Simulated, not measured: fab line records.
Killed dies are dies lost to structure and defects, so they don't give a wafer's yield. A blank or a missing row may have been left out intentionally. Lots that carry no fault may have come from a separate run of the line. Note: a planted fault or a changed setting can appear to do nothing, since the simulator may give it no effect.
Which of the tools did it?    flow sky130    18 wafers from 6 lots sampled at 2 of the route's 708 steps

WHAT EACH GAUGE READ, for each wafer
SKY_LDD_N_OVL_MEAS_07.
lot   measured      on          LDD_N_OVL (nm)
L751  day 18 16:11  overlay-01  0.1 -1.3 -1.4
L754  day 19 16:23  overlay-02  -0.6 1.0 -0.8
L759  day 22 00:35  overlay-02  -0.5 0.3 -0.4
L764  day 23 14:08  overlay-02  -0.6 -1.1 -1.8
L769  day 24 23:44  overlay-02  1.0 -0.5 -0.9
L770  day 25 16:30  overlay-01  -1.1 -1.1 -1.0

EACH LOT AND THE TOOL THAT RAN IT (in order: tool; ch and the chambers of the sampled wafers; start)
lot   SKY_POLY_GATE_ETCH_17
L751  rie-si-01 ch 0,1, day 17 04:05
L754  rie-si-02 ch 1,2,3, day 18 03:47
L759  rie-si-01 ch 0,2, day 20 15:28
L764  rie-si-02 ch 0,1, day 22 06:32
L769  rie-si-02 ch 1,3, day 23 16:17
L770  rie-si-02 ch 2,3, day 24 08:17
- SKY_POLY_GATE_ETCH_17: etches poly-Si in HBr/Cl2, stops on SiO2, target depth 180 nm, time 70.5 s.

THE ANSWER, worked out from the rows above alone
Rule: the usual values come from the lots themselves. Put in order of their means at a reading, lots are off if they are a third of the lots or fewer, leave a main group of 4 or more, and stand apart from it by a gap of 3 or more times the standard deviation of the main group's means; of several such gaps the widest counts. A main group whose means are all the same, to the digits that the tables above print for the reading, isn't used. Also off: a lot with no number at a reading for which 4 or more lots have one. Where the step has rows for the other lots, those lots are counted as sound.
Nothing can be told from this: no lot is off at any reading shown.

WHAT THE SIMULATOR HAD PUT IN
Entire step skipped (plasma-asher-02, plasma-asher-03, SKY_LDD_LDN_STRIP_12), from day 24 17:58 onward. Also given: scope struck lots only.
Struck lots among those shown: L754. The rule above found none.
